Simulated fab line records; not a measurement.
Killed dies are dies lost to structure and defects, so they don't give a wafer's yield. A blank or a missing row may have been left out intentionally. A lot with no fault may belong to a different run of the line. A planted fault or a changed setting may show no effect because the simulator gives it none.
Which tool is to blame? / flow gf180mcu / 7 lots with 21 wafers sampled at 2 steps, on a route of 602 steps

== WHAT THE GAUGES READ, wafer by wafer ==
GF_HV_LDD_CD_MEAS_19: target cd 400 nm.
lot=L123; measured=day 11 08:02; on=cd-sem-01; cd-nm (nm)=397.1 398.9 399.8
lot=L126; measured=day 12 20:41; on=cd-sem-01; cd-nm (nm)=403.8 401.4 400.4
lot=L130; measured=day 13 16:58; on=cd-sem-02; cd-nm (nm)=398.3 398.8 399.7
lot=L137; measured=day 15 20:46; on=cd-sem-01; cd-nm (nm)=396.3 397.5 399.5
lot=L139; measured=day 16 08:04; on=cd-sem-02; cd-nm (nm)=399.3 396.7 400.2
lot=L142; measured=day 17 08:22; on=cd-sem-02; cd-nm (nm)=399.9 398.3 400.0
lot=L144; measured=day 18 03:40; on=cd-sem-01; cd-nm (nm)=401.1 398.1 400.9

== TOOL THAT RAN EACH LOT (tool first, then ch and the chambers of the sampled wafers, then the start) ==
lot=L123; GF_STI_WET_ETCH_20=wet-bench-01 ch 1, day 2 12:44
lot=L126; GF_STI_WET_ETCH_20=wet-bench-01 ch 2, day 3 03:30
lot=L130; GF_STI_WET_ETCH_20=wet-bench-04 ch 3, day 3 23:50
lot=L137; GF_STI_WET_ETCH_20=wet-bench-01 ch 3, day 5 12:06
lot=L139; GF_STI_WET_ETCH_20=wet-bench-01 ch 1, day 5 22:09
lot=L142; GF_STI_WET_ETCH_20=wet-bench-03 ch 3, day 6 14:44
lot=L144; GF_STI_WET_ETCH_20=wet-bench-03 ch 3, day 7 02:48
- GF_STI_WET_ETCH_20: etches SiO2 in dHF, target depth 20 nm, time 400 s.

== THE ANSWER, worked out from the rows above alone ==
Rule: the lots themselves supply what counts as usual. The widest of any qualifying gaps counts: lots, ordered by their means at a reading, are off when they make up no more than a third of the lots, leave a main group of 4 or more, and stand apart from it by 3 or more times the standard deviation of that group's means. The tables above print the reading to a certain number of digits; a main group whose means all agree to those digits is not used. A lot without any number at a reading at which 4 lots or more have one is off too. The other lots that the step has rows for count as sound.
No lot is off at any reading shown: from this, nothing can be told.

== WHAT THE SIMULATOR HAD PUT IN ==
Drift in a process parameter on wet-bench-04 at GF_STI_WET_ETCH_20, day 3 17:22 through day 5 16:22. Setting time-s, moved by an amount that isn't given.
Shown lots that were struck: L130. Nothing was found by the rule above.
